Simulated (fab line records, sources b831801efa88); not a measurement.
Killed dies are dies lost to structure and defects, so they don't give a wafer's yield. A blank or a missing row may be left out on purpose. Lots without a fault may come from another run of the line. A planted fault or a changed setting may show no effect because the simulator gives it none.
Which tool did it? | flow gf180mcu | 15 lots, 45 wafers sampled, at 3 steps of a route of 602

WHAT THE GAUGES READ, wafer by wafer
GF_TOP_METAL_RS_MEAS_05: measures by four-point-probe. Usual: TOP_METAL_ALCU_RS 0.0327 ohm/sq, standard deviation 0.00049.
lot  | measured     | on            | TOP_METAL_ALCU_RS (ohm/sq) | flag
L628 | day 28 07:33 | film_metro-03 | 0.0337 0.0331 0.0331       |
L629 | day 28 14:29 | film_metro-02 | 0.0327 0.0324 0.0323       |
L631 | day 29 15:56 | film_metro-02 | 0.0319 0.0330 0.0320       |
L632 | day 29 19:39 | film_metro-01 | 0.0339 0.0339 0.0335       |
L633 | day 29 20:50 | film_metro-01 | 0.0327 0.0331 0.0322       |
L634 | day 30 03:39 | film_metro-01 | 0.0332 0.0334 0.0327       |
L636 | day 30 18:59 | film_metro-01 | 0.0327 0.0333 0.0323       |
L637 | day 30 23:21 | film_metro-03 | 0.0329 0.0322 0.0326       |
L638 | day 31 01:13 | film_metro-01 | 0.0321 0.0329 0.0322       |
L639 | day 31 13:32 | film_metro-03 | 0.0319 0.0324 0.0320       |
L641 | day 31 22:58 | film_metro-02 | 0.0336 0.0334 0.0326       |
L642 | day 32 05:23 | film_metro-02 | 0.0328 0.0331 0.0328       |
L643 | day 32 10:16 | film_metro-03 | 0.0322 0.0322 0.0318       |
L648 | day 33 15:52 | film_metro-03 | 0.0319 0.0322 0.0321       |
L649 | day 33 21:03 | film_metro-01 | 0.0320 0.0320 0.0320       |

WHICH TOOL RAN EACH LOT (tool, then ch and the chambers of the sampled wafers, then the start)
lot  | GF_DUAL_GATE_CLEAN_14           | GF_V5_ETCH_16
L628 | wet_bench-03 ch 1, day 9 03:23  | rie_diel-03 ch 0,3, day 28 05:56
L629 | wet_bench-04 ch 2, day 9 09:29  | rie_diel-03 ch 2,3, day 28 12:52
L631 | wet_bench-04 ch 2, day 10 04:12 | rie_diel-01 ch 0,1,2, day 29 14:02
L632 | wet_bench-02 ch 0, day 10 07:38 | rie_diel-03 ch 0,1,2, day 29 17:55
L633 | wet_bench-03 ch 3, day 10 11:27 | rie_diel-02 ch 0,1,3, day 29 19:07
L634 | wet_bench-04 ch 3, day 10 20:21 | rie_diel-02 ch 0,1,3, day 30 02:01
L636 | wet_bench-02 ch 0, day 11 12:05 | rie_diel-01 ch 0,1,3, day 30 17:19
L637 | wet_bench-04 ch 1, day 11 16:32 | rie_diel-02 ch 0,2, day 30 21:43
L638 | wet_bench-03 ch 2, day 11 21:42 | rie_diel-01 ch 0,3, day 30 23:34
L639 | wet_bench-04 ch 1, day 12 06:32 | rie_diel-01 ch 1,2,3, day 31 11:49
L641 | wet_bench-02 ch 1, day 12 18:26 | rie_diel-02 ch 0,2,3, day 31 21:22
L642 | wet_bench-02 ch 2, day 13 02:29 | rie_diel-01 ch 2,3, day 32 03:46
L643 | wet_bench-02 ch 0, day 13 07:56 | rie_diel-01 ch 2,3, day 32 08:40
L648 | wet_bench-04 ch 1, day 14 21:06 | rie_diel-03 ch 0,2,3, day 33 14:11
L649 | wet_bench-04 ch 1, day 15 05:43 | rie_diel-03 ch 1,2,3, day 33 19:25
- GF_DUAL_GATE_CLEAN_14: cleans in SC1/SC2, time 150 s.
- GF_V5_ETCH_16: etches BARC in N2/H2.

WHAT THE TOOLS THEMSELVES READ (means of the sampled wafers that have a number; where no wafer has one, the mark that the record gives instead)
GF_V5_ETCH_16. Usual: drypump_motor_current_A 5.8 A, standard deviation 0.48; oes_product_au 0.854 a.u., standard deviation 0.0048; throttle_valve_pct 13.225 %, standard deviation 0.011.
lot  | tool        | drypump_motor_current_A (A) | oes_product_au (a.u.) | throttle_valve_pct (%) | flag
L628 | rie_diel-03 | 4.9                         | 0.854                 | 13.219                 |
L629 | rie_diel-03 | 5.1                         | 0.852                 | 13.229                 |
L631 | rie_diel-01 | 6.1                         | 0.851                 | 13.228                 |
L632 | rie_diel-03 | 5.7                         | 0.858                 | 13.231                 |
L633 | rie_diel-02 | 5.5                         | 0.856                 | 13.237                 |
L634 | rie_diel-02 | 5.5                         | 0.860                 | 13.225                 |
L636 | rie_diel-01 | 6.0                         | 0.847                 | 13.229                 |
L637 | rie_diel-02 | 5.8                         | 0.854                 | 13.225                 |
L638 | rie_diel-01 | 5.9                         | 0.856                 | 13.219                 |
L639 | rie_diel-01 | 6.2                         | 0.860                 | 13.228                 |
L641 | rie_diel-02 | 5.6                         | 0.858                 | 13.227                 |
L642 | rie_diel-01 | 6.0                         | 0.852                 | 13.229                 |
L643 | rie_diel-01 | 6.1                         | 0.853                 | 13.214                 |
L648 | rie_diel-03 | 5.3                         | 0.856                 | 13.232                 |
L649 | rie_diel-03 | 5.5                         | 0.849                 | 13.233                 |

THE ANSWER, worked out from the rows above alone
Rule: a lot is off if the mean of its wafers that have a number lies more than 3 standard deviations from the usual mean. A lot without any number at a reading at which 4 lots or more have one is off too. The other lots that the step has rows for count as sound. The gauges are gone through in route order, then the tools' own readings, and for those a lot's mean is taken as printed above. The first step at which some lot is off is used, and at that step the reading that is off furthest; a lot without a number counts as furthest.
No lot is off at any reading shown: from this, nothing can be told.

WHAT THE SIMULATOR HAD PUT IN
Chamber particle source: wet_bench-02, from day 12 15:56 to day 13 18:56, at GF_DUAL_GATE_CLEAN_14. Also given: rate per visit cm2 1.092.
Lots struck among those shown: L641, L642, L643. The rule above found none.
